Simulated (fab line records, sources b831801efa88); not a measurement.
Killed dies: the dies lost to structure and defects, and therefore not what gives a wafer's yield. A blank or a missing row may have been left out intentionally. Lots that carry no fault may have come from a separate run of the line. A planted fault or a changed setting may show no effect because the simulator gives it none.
fab line records	flow sky130
record: lots: 6	wafers: 18	last_day: 52
route steps=708 shown VIA1@473 METAL2@483 PAD_OPEN@708
lots with no fault: from the same line, run without faults
start_h: start of the lot's first displayed wafer, in hours after the record's first day	wait_h: time in hours since the lot's previous step	" identical to the entry in the row above	L1.1+2: a row that stands for several wafers	- either no value or no given start	* or withheld: withheld	< > ~ a bound
route shown NAME@n: NAME is a module with steps in the file, n the number in the route of the first one	usual: mean/standard deviation of fault-free wafers	same: alike in all rows	chamber/n: place in a boat	sites: per-site readings	_std_site: standard deviation of those values	_edge_site: inner sites' mean taken away from outer sites' mean	radius_mm: for every site, how far away it sits from the centre of the wafer	mask NAME#n: copy n	behind: tool/chamber where the wafer was last shaped	hold: why the lot went on hold/how many hours it stayed there/how the hold came to an end	device: the n, p or np transistor that did not switch	end of line: at the end of the route, the tests of the same wafers	a step given without rows: its recipe and nothing more	killed: dies that structure and defects cost at the first sort, which is not the same as the wafer's yield	map: the dies of a wafer, with x for killed, . for not killed, _ for no die there
set.NAME: the setting the step ran with; set.NAME@STEP: the setting that earlier step ran with	model.NAME: the simulator's own value behind a step, which no gauge read
lots at selected steps of the route; one table per step, one row per wafer
services: the hour from which a tool's chamber was out of use, counted from the record's first day as start_h (under 0 if before that day), plus the number of hours and why
== steps ==
step: SKY_VIA1_ETCH_15
recipe: target: SiO2	chemistry: C4F8/O2/Ar	target_depth_nm: 351	stop_on: TiN	mask_material: KrF-thick	source_w: 1500	bias_w: 1200	pressure_mtorr: 40	c4f8_flow_sccm: withheld	O2_flow_sccm: 6	Ar_flow_sccm: 300	time_s: 54
usual: oes_product_au: 0.979/0.0076
lot.wafer	tool	chamber	start_h	wait_h	oes_product_au	rf_hours_counter_h
L555.1	rie_diel-02	0	850.87	0.0	0.987	14
L555.3	"	3	"	"	0.974	11
L555.5	"	2	"	"	0.983	-
L561.2	rie_diel-02	1	858.17	0.0	0.981	15
L561.4	"	0	"	"	0.989	15
L561.6	"	3	"	"	0.968	-
L570.2	rie_diel-02	2	997.52	0.0	0.979	12
L570.4	"	1	"	"	0.974	18
L570.6	"	0	"	"	0.981	-
L569.3	rie_diel-04	1	997.99	0.0	0.987	12
L569.5	"	2	"	"	0.984	-
L569.6	"	1	"	"	0.982	-
L571.2	rie_diel-04	2	1001.04	0.0	0.992	4
L571.4	"	3	"	"	0.969	12
L571.6	"	3	"	"	0.972	-
L573.3	rie_diel-02	2	1006.69	0.0	0.983	13
L573.5	"	2	"	"	0.982	-
L573.6	"	1	"	"	0.986	-
step: SKY_VIA1_STRIP_16
recipe: chemistry: O2/N2	power_w: 1400	pressure_mtorr: 1500	platen_temp_c: withheld	o2_flow_sccm: 3000	n2_flow_sccm: 300	overash_fraction: 0.5
step: SKY_VIA1_STRIP_17
recipe: chemistry: post_etch_residue_remover	time_s: 1200	temp_c: 72.5
step: SKY_VIA1_CLEAN_18
recipe: chemistry: IPA	time_s: 180	temp_c: 25
step: SKY_VIA1_CLEAN_19
recipe: chemistry: O3/DIW	dry: n2_spin
step: SKY_VIA1_SPUTTER_20
recipe: material: TiN	target_thk_nm: 20	chamber_pressure_pa: 5	power_w: 4000	time_s: 80
step: SKY_VIA1_CVD_21
recipe: material: W	target_thk_nm: 270	time_s: 80.902	temp_c: 400	pressure_torr: 40
usual: heater_power_w: 855/83
lot.wafer	tool	chamber	start_h	wait_h	heater_power_w
L555.1	cvd_w-01	0	851.57	0.0	961
L555.3	"	1	"	"	742
L555.5	"	1	"	"	737
L561.2	cvd_w-02	0	858.87	0.0	871
L561.4	"	1	"	"	886
L561.6	"	0	"	"	829
L570.2	cvd_w-01	1	998.22	0.0	723
L570.4	"	1	"	"	724
L570.6	"	0	"	"	969
L569.3	cvd_w-01	0	998.76	0.1	983
L569.5	"	0	"	"	975
L569.6	"	1	"	"	739
L571.2	cvd_w-01	1	1001.75	0.0	738
L571.4	"	0	"	"	980
L571.6	"	0	"	"	967
L573.3	cvd_w-02	0	1007.44	0.1	755
L573.5	"	1	"	"	870
L573.6	"	0	"	"	760
step: SKY_VIA1_RS_MEAS_22
recipe: thk_meas_gauge: four-point-probe	reads: W_of_VIA1_CVD_21+TiN_of_VIA1_SPUTTER_20
usual: VIA1_W_RS: 0.429/0.0045
lot.wafer	tool	chamber	start_h	wait_h	VIA1_W_RS[ohm/sq]
L555.1	film_metro-04	-	851.66	0.1	0.430
L555.3	"	-	"	"	0.440
L555.5	"	-	"	"	0.433
L561.2	film_metro-04	-	858.98	0.1	0.430
L561.4	"	-	"	"	0.434
L561.6	"	-	"	"	0.427
L570.2	film_metro-02	-	998.33	0.1	0.436
L570.4	"	-	"	"	0.429
L570.6	"	-	"	"	0.429
L569.3	film_metro-03	-	998.87	0.1	0.428
L569.5	"	-	"	"	0.427
L569.6	"	-	"	"	0.431
L571.2	film_metro-02	-	1001.86	0.1	0.428
L571.4	"	-	"	"	0.426
L571.6	"	-	"	"	0.429
L573.3	film_metro-02	-	1007.54	0.1	0.427
L573.5	"	-	"	"	0.421
L573.6	"	-	"	"	0.418
step: SKY_VIA1_THK_MEAS_23
recipe: thk_meas_gauge: xrf	reads: W_of_VIA1_CVD_21
usual: VIA1_W_THK: 262.9/2.7
lot.wafer	tool	chamber	start_h	wait_h	VIA1_W_THK[nm]
L555.1	film_metro-04	-	851.78	0.1	264.9
L555.3	"	-	"	"	259.6
L555.5	"	-	"	"	262.3
L561.2	film_metro-04	-	859.09	0.1	265.1
L561.4	"	-	"	"	261.5
L561.6	"	-	"	"	266.3
L570.2	film_metro-02	-	998.44	0.1	257.6
L570.4	"	-	"	"	261.9
L570.6	"	-	"	"	261.7
L569.3	film_metro-03	-	998.97	0.1	264.0
L569.5	"	-	"	"	263.8
L569.6	"	-	"	"	261.2
L571.2	film_metro-02	-	1001.97	0.1	262.6
L571.4	"	-	"	"	265.0
L571.6	"	-	"	"	260.8
L573.3	film_metro-02	-	1007.64	0.1	262.4
L573.5	"	-	"	"	266.3
L573.6	"	-	"	"	267.6
step: SKY_VIA1_CMP_24
recipe: stop_on: SiO2	t_overpolish_s: 15	down_force_psi: 3.5	platen_rpm: 60	target_thk_nm: 0	pad_velocity_m_s: 0.94248
step: SKY_METAL2_SPUTTER_00
recipe: material: Ti	target_thk_nm: 15	power_w: 3000	time_s: 10	chamber_pressure_pa: 0.4
usual: chamber_pressure_pa: 0.3999/0.0008	throttle_valve_pct: 29.5/0.97
lot.wafer	tool	chamber	start_h	wait_h	chamber_pressure_pa	throttle_valve_pct
L555.1	pvd_sputter-02	-	852.14	0.1	0.3995	30.9
L555.3	"	-	"	"	0.3995	30.0
L555.5	"	-	"	"	0.4008	28.7
L561.2	pvd_sputter-01	-	859.44	0.1	0.4003	29.7
L561.4	"	-	"	"	0.4015	28.7
L561.6	"	-	"	"	0.3998	29.8
L570.2	pvd_sputter-01	-	998.79	0.2	0.4015	28.0
L570.4	"	-	"	"	0.4012	29.5
L570.6	"	-	"	"	0.4018	28.0
L569.3	pvd_sputter-04	-	999.31	0.2	0.4010	29.7
L569.5	"	-	"	"	0.3991	29.5
L569.6	"	-	"	"	0.4005	29.5
L571.2	pvd_sputter-04	-	1002.32	0.2	0.4006	29.4
L571.4	"	-	"	"	0.3995	29.7
L571.6	"	-	"	"	0.3993	29.3
L573.3	pvd_sputter-04	-	1008.00	0.1	0.4007	32.7
L573.5	"	-	"	"	0.3986	29.6
L573.6	"	-	"	"	0.3994	29.4
step: SKY_METAL2_SPUTTER_01
recipe: material: TiN	target_thk_nm: 20	power_w: 6500	time_s: 16.7	chamber_pressure_pa: 0.4
usual: chamber_pressure_pa: 0.4000/0.00083	throttle_valve_pct: 29.4/0.98
lot.wafer	tool	chamber	start_h	wait_h	chamber_pressure_pa	throttle_valve_pct
L555.1	pvd_sputter-02	-	852.16	0.0	0.4011	30.6
L555.3	"	-	"	"	0.3994	30.3
L555.5	"	-	"	"	0.4006	28.5
L561.2	pvd_sputter-01	-	859.46	0.0	0.3992	29.9
L561.4	"	-	"	"	0.3993	28.5
L561.6	"	-	"	"	0.4001	29.8
L570.2	pvd_sputter-01	-	998.82	0.0	0.4000	28.3
L570.4	"	-	"	"	0.4001	29.1
L570.6	"	-	"	"	0.3983	28.2
L569.3	pvd_sputter-04	-	999.33	0.0	0.3994	29.9
L569.5	"	-	"	"	0.4000	29.5
L569.6	"	-	"	"	0.4000	29.7
L571.2	pvd_sputter-04	-	1002.34	0.0	0.3991	29.5
L571.4	"	-	"	"	0.4002	29.4
L571.6	"	-	"	"	0.3997	29.4
L573.3	pvd_sputter-04	-	1008.02	0.0	0.4010	32.6
L573.5	"	-	"	"	0.4007	29.6
L573.6	"	-	"	"	0.3989	28.9
step: SKY_METAL2_SPUTTER_02
recipe: material: AlCu	target_thk_nm: 250	power_w: 10600	time_s: 13.3	chamber_pressure_pa: 0.4
usual: chamber_pressure_pa: 0.4000/0.00088	throttle_valve_pct: 29.4/0.99
lot.wafer	tool	chamber	start_h	wait_h	chamber_pressure_pa	throttle_valve_pct	model.AlCu_of_METAL2_SPUTTER_02.thk_nm
L555.1	pvd_sputter-02	-	852.19	0.0	0.4002	30.7	248.4
L555.3	"	-	"	"	0.3991	30.2	246.7
L555.5	"	-	"	"	0.4014	28.4	249
L561.2	pvd_sputter-01	-	859.49	0.0	0.3994	29.7	252.9
L561.4	"	-	"	"	0.3992	28.6	253.7
L561.6	"	-	"	"	0.3998	29.7	253.4
L570.2	pvd_sputter-01	-	998.84	0.0	0.3995	28.3	251.3
L570.4	"	-	"	"	0.3983	29.4	251.1
L570.6	"	-	"	"	0.3988	28.2	251.2
L569.3	pvd_sputter-04	-	999.35	0.0	0.3985	29.8	250.9
L569.5	"	-	"	"	0.4008	29.3	248.7
L569.6	"	-	"	"	0.4002	29.6	250
L571.2	pvd_sputter-04	-	1002.37	0.0	0.2211	39.9	274.3
L571.4	"	-	"	"	0.2218	40.0	278.2
L571.6	"	-	"	"	0.2206	40.0	273.6
L573.3	pvd_sputter-04	-	1008.05	0.0	0.2206	44.2	273.8
L573.5	"	-	"	"	0.2203	40.0	279.6
L573.6	"	-	"	"	0.2233	39.5	271.6
step: SKY_METAL2_SPUTTER_03
recipe: material: Ti	target_thk_nm: 5	power_w: 3000	time_s: 3.3	chamber_pressure_pa: 0.4
step: SKY_METAL2_SPUTTER_04
recipe: material: TiN	target_thk_nm: 70	power_w: 6500	time_s: 58.3	chamber_pressure_pa: 0.4
usual: chamber_pressure_pa: 0.4000/0.00082	throttle_valve_pct: 29.5/0.98
lot.wafer	tool	chamber	start_h	wait_h	chamber_pressure_pa	throttle_valve_pct
L555.1	pvd_sputter-02	-	852.23	0.0	0.3999	30.7
L555.3	"	-	"	"	0.4006	30.3
L555.5	"	-	"	"	0.4008	28.6
L561.2	pvd_sputter-01	-	859.53	0.0	0.4009	29.7
L561.4	"	-	"	"	0.3991	29.0
L561.6	"	-	"	"	0.4011	29.8
L570.2	pvd_sputter-01	-	998.89	0.0	0.4000	28.3
L570.4	"	-	"	"	0.4007	29.0
L570.6	"	-	"	"	0.4001	28.4
L569.3	pvd_sputter-04	-	999.40	0.0	0.3982	29.8
L569.5	"	-	"	"	0.4007	29.4
L569.6	"	-	"	"	0.4000	29.4
L571.2	pvd_sputter-04	-	1002.41	0.0	0.4018	29.7
L571.4	"	-	"	"	0.4001	29.7
L571.6	"	-	"	"	0.4009	29.7
L573.3	pvd_sputter-04	-	1008.09	0.0	0.4000	32.9
L573.5	"	-	"	"	0.4002	29.8
L573.6	"	-	"	"	0.3996	29.1
step: SKY_METAL2_RS_MEAS_05
recipe: thk_meas_gauge: four-point-probe	reads: TiN_of_METAL2_SPUTTER_04+Ti_of_METAL2_SPUTTER_03+AlCu_of_METAL2_SPUTTER_02+TiN_of_METAL2_SPUTTER_01+Ti_of_METAL2_SPUTTER_00
usual: METAL2_ALCU_RS: 0.1266/0.0014
lot.wafer	tool	chamber	start_h	wait_h	hold	METAL2_ALCU_RS[ohm/sq]
L555.1	film_metro-03	-	852.28	0.0	-	0.1276
L555.3	"	-	"	"	-	0.1284
L555.5	"	-	"	"	-	0.1277
L561.2	film_metro-03	-	859.60	0.0	-	0.1254
L561.4	"	-	"	"	-	0.1249
L561.6	"	-	"	"	-	0.1251
L570.2	film_metro-04	-	998.95	0.0	-	0.1262
L570.4	"	-	"	"	-	0.1261
L570.6	"	-	"	"	-	0.1262
L569.3	film_metro-01	-	999.49	0.1	-	0.1259
L569.5	"	-	"	"	-	0.1275
L569.6	"	-	"	"	-	0.1267
L571.2	film_metro-01	-	1002.48	0.0	await_dispo/0.2h/release	0.1119
L571.4	"	-	"	"	await_dispo/0.2h/release	0.1101
L571.6	"	-	"	"	await_dispo/0.2h/release	0.1119
L571.2	film_metro-01	-	1002.77	0.3	-	0.1115
L571.4	"	-	"	"	-	0.1099
L571.6	"	-	"	"	-	0.1119
L573.3	film_metro-03	-	1008.18	0.1	await_dispo/0.2h/release	0.1120
L573.5	"	-	"	"	await_dispo/0.2h/release	0.1095
L573.6	"	-	"	"	await_dispo/0.2h/release	0.1130
L573.3	film_metro-03	-	1008.47	0.3	-	0.1120
L573.5	"	-	"	"	-	0.1095
L573.6	"	-	"	"	-	0.1130
step: SKY_METAL2_THK_MEAS_06
recipe: thk_meas_gauge: xrf	reads: AlCu_of_METAL2_SPUTTER_02
usual: METAL2_ALCU_THK: 246.5/2.9
lot.wafer	tool	chamber	start_h	wait_h	hold	METAL2_ALCU_THK[nm]
L555.1	film_metro-03	-	852.40	0.1	-	245.6
L555.3	"	-	"	"	-	244.7
L555.5	"	-	"	"	-	247.4
L561.2	film_metro-03	-	859.71	0.1	-	251.9
L561.4	"	-	"	"	-	250.7
L561.6	"	-	"	"	-	253.9
L570.2	film_metro-04	-	999.06	0.1	-	245.8
L570.4	"	-	"	"	-	246.4
L570.6	"	-	"	"	-	247.1
L569.3	film_metro-01	-	999.59	0.1	-	246.5
L569.5	"	-	"	"	-	241.8
L569.6	"	-	"	"	-	245.5
L571.2	film_metro-03	-	1004.55	1.8	await_dispo/0.2h/release	271.1
L571.4	"	-	"	"	await_dispo/0.2h/release	274.2
L571.6	"	-	"	"	await_dispo/0.2h/release	270.1
L571.2	film_metro-03	-	1004.78	0.2	-	272.1
L571.4	"	-	"	"	-	273.4
L571.6	"	-	"	"	-	271.1
L573.3	film_metro-03	-	1015.73	7.2	await_dispo/0.2h/release	269.3
L573.5	"	-	"	"	await_dispo/0.2h/release	275.8
L573.6	"	-	"	"	await_dispo/0.2h/release	265.8
L573.3	film_metro-03	-	1015.96	0.2	-	269.7
L573.5	"	-	"	"	-	273.1
L573.6	"	-	"	"	-	267.2
step: SKY_PAD_OPEN_PROBE_99
usual: defect_limited_yield: 82.5/1.8	killed_at_M0_to_M3: 45/6.3	killed_at_M4_up: 2.8/1.6	killed_at_contacts: 24/5.1	killed_at_front_end: 14/4.4	killed_at_other: 0.4/0.73	killed_dies: 86/9	killed_on_rim: 17/3.8	killed_open: 47/7.8	killed_short: 39/6.6	sort_bin_3_pad_short: 0.8/0.42	sort_bin_5_function: 10.3/1.4	sort_bin_6_memory: 6.3/1.2	sort_n_pass: 406/9	sort_yield_pct: 82.5/1.8
same: gross_dies: 492	killed_at_back_side: 0	sort_bin_4_leakage[%]: 0	sort_bin_8_speed[%]: 0
lot.wafer	tool	chamber	start_h	wait_h	defect_limited_yield[%]	killed_at_M0_to_M3	killed_at_M4_up	killed_at_contacts	killed_at_front_end	killed_at_other	killed_dies	killed_on_rim	killed_open	killed_short	sort_bin_3_pad_short[%]	sort_bin_5_function[%]	sort_bin_6_memory[%]	sort_n_pass	sort_yield_pct[%]	model.etest.met2.line_ohm_um	model.etest.met2.rs_ohm_sq
L555.1	prober-02	-	1135.82	0.1	82.5	49	5	17	15	0	86	22	38	47	0.8	10.0	6.7	406	82.5	0.9825	0.1288
L555.3	prober-02	-	1135.92	0.2	85.8	34	6	16	13	1	70	12	32	37	0.6	8.9	4.7	422	85.8	0.9976	0.1297
L555.5	prober-02	-	1136.02	0.2	80.9	47	4	24	19	0	94	18	57	36	1.4	10.2	7.5	398	80.9	0.9905	0.1271
L561.2	prober-02	-	1140.08	0.1	85.6	37	1	20	13	0	71	21	34	37	0.4	8.9	5.1	421	85.6	0.9824	0.1278
L561.4	prober-02	-	1140.18	0.2	84.3	44	1	20	12	0	77	17	44	31	0.4	11.0	4.3	415	84.3	0.9009	0.1264
L561.6	prober-02	-	1140.28	0.2	84.1	42	3	25	8	0	78	15	40	38	1.0	9.3	5.5	414	84.1	0.938	0.1252
L569.3	prober-01	-	1237.53	0.2	79.5	53	5	33	10	0	101	15	58	43	0.8	12.6	7.1	391	79.5	0.9126	0.1289
L569.5	prober-01	-	1237.63	0.2	81.7	44	6	24	14	2	90	15	61	27	0	10.8	7.5	402	81.7	0.9089	0.1295
L569.6	prober-01	-	1237.68	0.2	82.7	48	2	19	13	3	85	18	48	35	0.8	7.9	8.5	407	82.7	0.9085	0.1283
L571.2	prober-01	-	1239.98	0.1	80.7	49	3	32	11	0	95	20	46	49	1.2	10.8	7.3	397	80.7	0.8448	0.1173
L571.4	prober-01	-	1240.08	0.2	81.9	46	1	28	14	0	89	17	48	40	0.8	11.0	6.3	403	81.9	0.7794	0.1137
L571.6	prober-01	-	1240.18	0.2	82.7	40	3	20	21	1	85	15	52	32	0.6	10.6	6.1	407	82.7	0.8161	0.116
L573.3	prober-01	-	1244.26	0.2	81.9	40	1	31	16	1	89	18	45	43	0.6	8.9	8.5	403	81.9	0.8171	0.117
L573.5	prober-01	-	1244.36	0.2	78.5	51	1	37	17	0	106	25	56	49	1.2	14.0	6.3	386	78.5	0.822	0.1138
L573.6	prober-01	-	1244.41	0.2	82.3	45	5	16	20	1	87	17	37	50	1.6	10.4	5.7	405	82.3	0.915	0.1184
L570.2	prober-02	-	1244.26	0.1	83.7	44	4	17	15	0	80	11	42	38	0.4	9.1	6.7	412	83.7	0.8875	0.1261
L570.4	prober-02	-	1244.36	0.2	81.5	45	2	29	14	1	91	16	42	48	1.0	11.0	6.5	401	81.5	0.9112	0.1281
L570.6	prober-02	-	1244.46	0.2	83.9	43	5	19	12	0	79	16	33	46	0.8	9.3	5.9	413	83.9	0.9048	0.1292
killed by level:class
L555.1 VIA3:geometric_particle:open=10 VIA1:geometric_particle:open=10 VIA1:geometric_particle:short=8 FIELD_ISO:geometric_particle:short=5 LOCAL_INTERCONNECT:geometric_particle:short=5 POLY_GATE:geometric_particle:short=4 CONTACT:geometric_particle:open=4 CONTACT:geometric_particle:short=4
L555.3 CONTACT:geometric_particle:open=8 VIA3:geometric_particle:open=7 METAL4:geometric_particle:short=6 METAL1:geometric_particle:short=5 VIA1:geometric_particle:short=5 VIA1:geometric_particle:open=5 FIELD_ISO:geometric_particle:open=4 SPACER:geometric_particle:short=3
L555.5 LI_CONTACT:geometric_particle:open=9 VIA1:geometric_particle:open=9 VIA2:geometric_particle:open=8 VIA3:geometric_particle:open=8 POLY_GATE:geometric_particle:short=5 POLY_GATE:geometric_particle:open=5 CONTACT:geometric_particle:open=5 VIA1:geometric_particle:short=5
L561.2 VIA1:geometric_particle:open=8 METAL1:geometric_particle:short=7 VIA1:geometric_particle:short=7 LI_CONTACT:geometric_particle:open=6 CONTACT:geometric_particle:short=5 VIA2:geometric_particle:open=5 POLY_GATE:geometric_particle:open=4 LOCAL_INTERCONNECT:geometric_particle:short=4
L561.4 VIA1:geometric_particle:open=9 LI_CONTACT:geometric_particle:open=7 CONTACT:geometric_particle:open=7 METAL1:geometric_particle:short=6 VIA3:geometric_particle:open=6 VIA2:geometric_particle:open=5 FIELD_ISO:geometric_particle:open=4 CONTACT:geometric_particle:short=4
L561.6 CONTACT:geometric_particle:open=10 VIA1:geometric_particle:open=7 VIA1:geometric_particle:short=5 VIA2:geometric_particle:short=5 METAL2:geometric_particle:short=5 VIA3:geometric_particle:open=5 FIELD_ISO:geometric_particle:short=4 VIA2:geometric_particle:open=4
L569.3 VIA1:geometric_particle:open=20 CONTACT:geometric_particle:open=13 LI_CONTACT:geometric_particle:open=6 CONTACT:geometric_particle:short=6 VIA3:geometric_particle:open=6 LI_CONTACT:geometric_particle:short=5 METAL1:geometric_particle:short=5 VIA1:geometric_particle:short=5
L569.5 VIA1:geometric_particle:open=17 CONTACT:geometric_particle:open=12 LI_CONTACT:geometric_particle:open=7 VIA3:geometric_particle:open=6 VIA2:geometric_particle:open=6 METAL4:geometric_particle:short=5 FIELD_ISO:geometric_particle:open=4 POLY_GATE:geometric_particle:short=4
L569.6 VIA1:geometric_particle:open=13 VIA2:geometric_particle:open=9 CONTACT:geometric_particle:open=8 METAL1:geometric_particle:short=6 VIA3:geometric_particle:open=6 FIELD_ISO:geometric_particle:open=4 METAL2:geometric_particle:short=4 POLY_GATE:geometric_particle:open=3
L571.2 CONTACT:geometric_particle:open=10 VIA2:geometric_particle:open=9 VIA1:geometric_particle:open=9 LI_CONTACT:geometric_particle:short=8 LOCAL_INTERCONNECT:geometric_particle:short=6 METAL2:geometric_particle:short=5 VIA3:geometric_particle:short=5 VIA3:geometric_particle:open=5
L571.4 VIA1:geometric_particle:open=10 CONTACT:geometric_particle:open=9 VIA3:geometric_particle:open=9 VIA1:geometric_particle:short=7 LI_CONTACT:geometric_particle:open=7 CONTACT:geometric_particle:short=4 LOCAL_INTERCONNECT:geometric_particle:short=4 METAL1:geometric_particle:short=4
L571.6 VIA1:geometric_particle:open=13 CONTACT:geometric_particle:open=11 METAL2:geometric_particle:short=9 FIELD_ISO:geometric_particle:open=5 LI_CONTACT:geometric_particle:open=5 VIA2:geometric_particle:open=5 POLY_GATE:geometric_particle:open=4 VIA1:geometric_particle:short=4
L573.3 CONTACT:geometric_particle:open=12 VIA1:geometric_particle:open=8 CONTACT:geometric_particle:short=7 VIA3:geometric_particle:short=6 POLY_GATE:geometric_particle:short=5 METAL2:geometric_particle:short=5 VIA3:geometric_particle:open=5 FIELD_ISO:geometric_particle:short=4
L570.2 VIA1:geometric_particle:open=16 CONTACT:geometric_particle:open=6 FIELD_ISO:geometric_particle:short=5 LOCAL_INTERCONNECT:geometric_particle:short=5 VIA1:geometric_particle:short=5 VIA2:geometric_particle:open=5 FIELD_ISO:geometric_particle:open=4 METAL1:geometric_particle:short=4
L573.5 LI_CONTACT:geometric_particle:open=11 CONTACT:geometric_particle:short=11 CONTACT:geometric_particle:open=10 VIA1:geometric_particle:open=10 METAL2:geometric_particle:short=10 VIA2:geometric_particle:open=7 VIA3:geometric_particle:open=6 FIELD_ISO:geometric_particle:open=4
L570.4 CONTACT:geometric_particle:open=11 VIA1:geometric_particle:open=11 METAL2:geometric_particle:short=8 METAL1:geometric_particle:short=7 LI_CONTACT:geometric_particle:open=6 CONTACT:geometric_particle:short=6 VIA1:geometric_particle:short=6 FIELD_ISO:geometric_particle:short=4
L573.6 CONTACT:geometric_particle:open=9 METAL2:geometric_particle:short=8 VIA2:geometric_particle:short=7 VIA2:geometric_particle:open=7 METAL1:geometric_particle:short=6 FIELD_ISO:geometric_particle:short=5 FIELD_ISO:geometric_particle:open=4 POLY_GATE:geometric_particle:short=4
L570.6 VIA1:geometric_particle:open=9 METAL1:geometric_particle:short=6 METAL2:geometric_particle:short=6 CONTACT:geometric_particle:short=5 FIELD_ISO:geometric_particle:short=4 LI_CONTACT:geometric_particle:short=4 CONTACT:geometric_particle:open=4 VIA3:geometric_particle:open=4
== services ==
tool	chamber	start_h	hours	kind
cvd_w-02	-	837.87	0.5	repair
rie_diel-04	2	850.60	-	clean
rie_diel-04	2	850.60	35.7	scheduled_down
rie_diel-04	2	850.60	35.7	vent_cycle
cvd_w-01	-	854.45	2.0	repair
rie_diel-04	0	886.29	-	clean
rie_diel-04	0	886.29	16.2	scheduled_down
rie_diel-04	0	886.29	16.2	vent_cycle
rie_diel-02	3	901.48	1.9	repair
cvd_w-02	-	904.00	14.0	pm
cvd_w-02	0	904.00	14.0	vent_cycle
cvd_w-02	1	904.00	14.0	vent_cycle
rie_diel-02	3	906.77	8.7	repair
rie_diel-02	-	915.31	0.6	repair
cvd_w-02	0	918.00	-	clean
cvd_w-02	1	918.00	-	clean
pvd_sputter-02	-	937.61	0.6	repair
pvd_sputter-04	-	938.79	2.2	repair
cvd_w-02	-	940.19	6.9	pm
rie_diel-04	-	956.41	1.5	repair
cvd_w-02	0	965.64	2.4	repair
pvd_sputter-02	-	980.89	4.8	repair
rie_diel-04	3	985.74	3.2	repair
pvd_sputter-01	-	990.40	2.7	repair
== key ==
first_sign: step: SKY_METAL2_SPUTTER_02	reading: chamber_pressure_pa	direction: down	sigmas: 99+	usual: 0.4000	struck: 0.2213
effect: step: SKY_METAL2_SPUTTER_02	reading: throttle_valve_pct	direction: up	sigmas: 11	usual: 29.4	struck: 40.6
effect: step: SKY_METAL2_RS_MEAS_05	reading: visit	direction: added
effect: step: SKY_METAL2_RS_MEAS_05	reading: METAL2_ALCU_RS	direction: down	sigmas: 11	usual: 0.1266	struck: 0.1114
effect: step: SKY_METAL2_THK_MEAS_06	reading: visit	direction: added
effect: step: SKY_METAL2_THK_MEAS_06	reading: METAL2_ALCU_THK	direction: up	sigmas: 8.4	usual: 246.5	struck: 271.0
model_effect: step: SKY_METAL2_SPUTTER_02	value: AlCu_of_METAL2_SPUTTER_02.thk_nm	without: 250.4	struck: 275.2
model_effect: step: SKY_PAD_OPEN_PROBE_99	value: etest.met2.line_ohm_um	without: 0.918	struck: 0.8324
met_at SKY_METAL2_SPUTTER_02
struck_wafers L571.2,L571.4,L571.6,L573.3,L573.5,L573.6
onset_between 999.35 1002.37
fault: kind: process_parameter_drift	tool: pvd_sputter-04	chamber: -	onset_h: 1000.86	steps: SKY_METAL2_SPUTTER_02	channel: chamber_pressure_pa	offset: -0.17787	shape: step	end_h: 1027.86	acts_in: these_recipes_only	stated: 0.4
